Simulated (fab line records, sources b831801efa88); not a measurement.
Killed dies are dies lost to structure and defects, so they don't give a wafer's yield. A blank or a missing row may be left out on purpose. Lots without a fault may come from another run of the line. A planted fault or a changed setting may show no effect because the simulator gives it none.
Split-lot experiment | flow sky130 | 5 lots, 23 wafers read, on a route of 708 steps

THE SPLIT
At SKY_VIA3_COAT_07 (resist thk 450 nm), the setting spin_rpm was moved away from the recipe's 3000 rpm on 8 of the 23 wafers read, by -5.9% to -2.3%. The other wafers ran this setting at the recipe's value.

FROM THE SPLIT TO THE READING: what the file shows between them, 2 steps
- SKY_VIA3_SOFTBAKE_08: time 90 s
- SKY_VIA3_EXPOSE_09: exposes mask VIM3, target cd 200 nm

THE READING
KrF-thick_of_VIA3_COAT_07.thk_nm (the simulator's own value, which no gauge read), in nm, at SKY_VIA3_ETCH_14 (etches BARC in N2/H2, stops on SiO2, time 45.9 s, target depth 60 nm). The file gives no usual value for it. The 15 wafers here that ran the recipe average 392.2 nm, standard deviation 1.8 nm.

wafer  | tool, chamber at the split | spin_rpm as run, rpm | against the recipe | KrF-thick_of_VIA3_COAT_07.thk_nm, nm | against lot-mates on the recipe
L076.1 | litho_track-03, 0          | 3000                 | recipe             | 390.7                                | -
L076.3 | litho_track-03, 0          | 2929                 | -2.4%              | 395.1                                | +4.3
L076.5 | litho_track-03, 0          | 2929                 | -2.4%              | 395.1                                | +4.3
L076.4 | litho_track-03, 0          | 3000                 | recipe             | 390.9                                | -
L076.6 | litho_track-03, 0          | 2929                 | -2.4%              | 395.5                                | +4.7
L077.1 | litho_track-01, 0          | 3000                 | recipe             | 394.4                                | -
L077.2 | litho_track-01, 0          | 3000                 | recipe             | 394.6                                | -
L077.3 | litho_track-01, 0          | 3000                 | recipe             | 393.8                                | -
L077.4 | litho_track-01, 0          | 3000                 | recipe             | 395.2                                | -
L077.5 | litho_track-01, 0          | 3000                 | recipe             | 394.3                                | -
L079.1 | litho_track-03, 0          | 3000                 | recipe             | 391.7                                | -
L079.2 | litho_track-03, 0          | 2930                 | -2.3%              | 396                                  | +4.7
L079.3 | litho_track-03, 0          | 2930                 | -2.3%              | 398.1                                | +6.8
L079.5 | litho_track-03, 0          | 3000                 | recipe             | 392                                  | -
L079.6 | litho_track-03, 0          | 3000                 | recipe             | 390.2                                | -
L081.1 | litho_track-03, 0          | 3000                 | recipe             | 391.9                                | -
L081.2 | litho_track-03, 0          | 3000                 | recipe             | 392                                  | -
L081.5 | litho_track-03, 0          | 3000                 | recipe             | 391.7                                | -
L084.2 | litho_track-03, 0          | 2822                 | -5.9%              | 403.3                                | +13.4
L084.3 | litho_track-03, 0          | 3000                 | recipe             | 389.4                                | -
L084.4 | litho_track-03, 0          | 3000                 | recipe             | 390.4                                | -
L084.5 | litho_track-03, 0          | 2822                 | -5.9%              | 402.6                                | +12.7
L084.6 | litho_track-03, 0          | 2822                 | -5.9%              | 403.2                                | +13.3

THE FIT
A straight line over all 23 wafers: KrF-thick_of_VIA3_COAT_07.thk_nm changes by -1.79 nm for each +1% of spin_rpm; r = -0.92; the points scatter about the line by 1.6 nm.
The same after taking each lot's own level away (the mean of its wafers on the recipe; 23 wafers): -2.2 nm for each +1%; r = -0.99; scatter 0.64 nm.
On that fit, the largest move of spin_rpm shifts the reading by 13 nm.
The lots' own levels span 389.90 to 394.46 nm, that is 2.6 times the standard deviation above.
So the lot-to-lot level changes the slope: the two fits differ.
Check: with one of the wafers moved furthest among these (-5.9%) left out of the fit, the line predicts +12.9 nm for it against its lot-mates. It came out at +13.4 nm against them.

OTHER SPLITS ON THESE WAFERS
These wafers also went through other splits before the reading. Each is held against what the fit with the lots' levels taken away leaves over:
other split on the same wafers            | wafers away from the commonest value | r with KrF-thick_of_VIA3_COAT_07.thk_nm (lot level and that fit taken away)
SKY_LI_CONTACT_CVD_21 temp_c              | 9                                    | +0.57
SKY_CONTACT_CVD_24 pressure_torr          | 18                                   | +0.00
SKY_METAL2_SPUTTER_02 power_w             | 9                                    | -0.09
SKY_METAL2_SPUTTER_04 chamber_pressure_pa | 15                                   | +0.14
SKY_METAL3_SPUTTER_00 power_w             | 8                                    | -0.06
SKY_METAL3_SPUTTER_01 time_s              | 9                                    | +0.22
SKY_CAPM_SOFTBAKE_08 temp_c               | 10                                   | -0.26
SKY_METAL3_METAL_ETCH_18 over_etch_frac   | 7                                    | -0.30

THE WHOLE CHAIN: every reading that the file lists as answering this split, in the file's order
step             | what it does                                                         | reading                                                                           | change (the file's fit)              | r (the file's)
SKY_VIA3_COAT_07 | resist thk 450 nm                                                    | KrF-thick_of_VIA3_COAT_07.thk_nm (the simulator's own value, which no gauge read) | -2.32 nm for each +1% of the setting | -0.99
SKY_VIA3_ETCH_14 | etches BARC in N2/H2, stops on SiO2, time 45.9 s, target depth 60 nm | KrF-thick_of_VIA3_COAT_07.thk_nm (the simulator's own value, which no gauge read) | -2.2 nm for each +1% of the setting  | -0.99

THE FILE'S OWN FIT
KrF-thick_of_VIA3_COAT_07.thk_nm changes by -2.2 nm for each +1% of spin_rpm, r = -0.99.
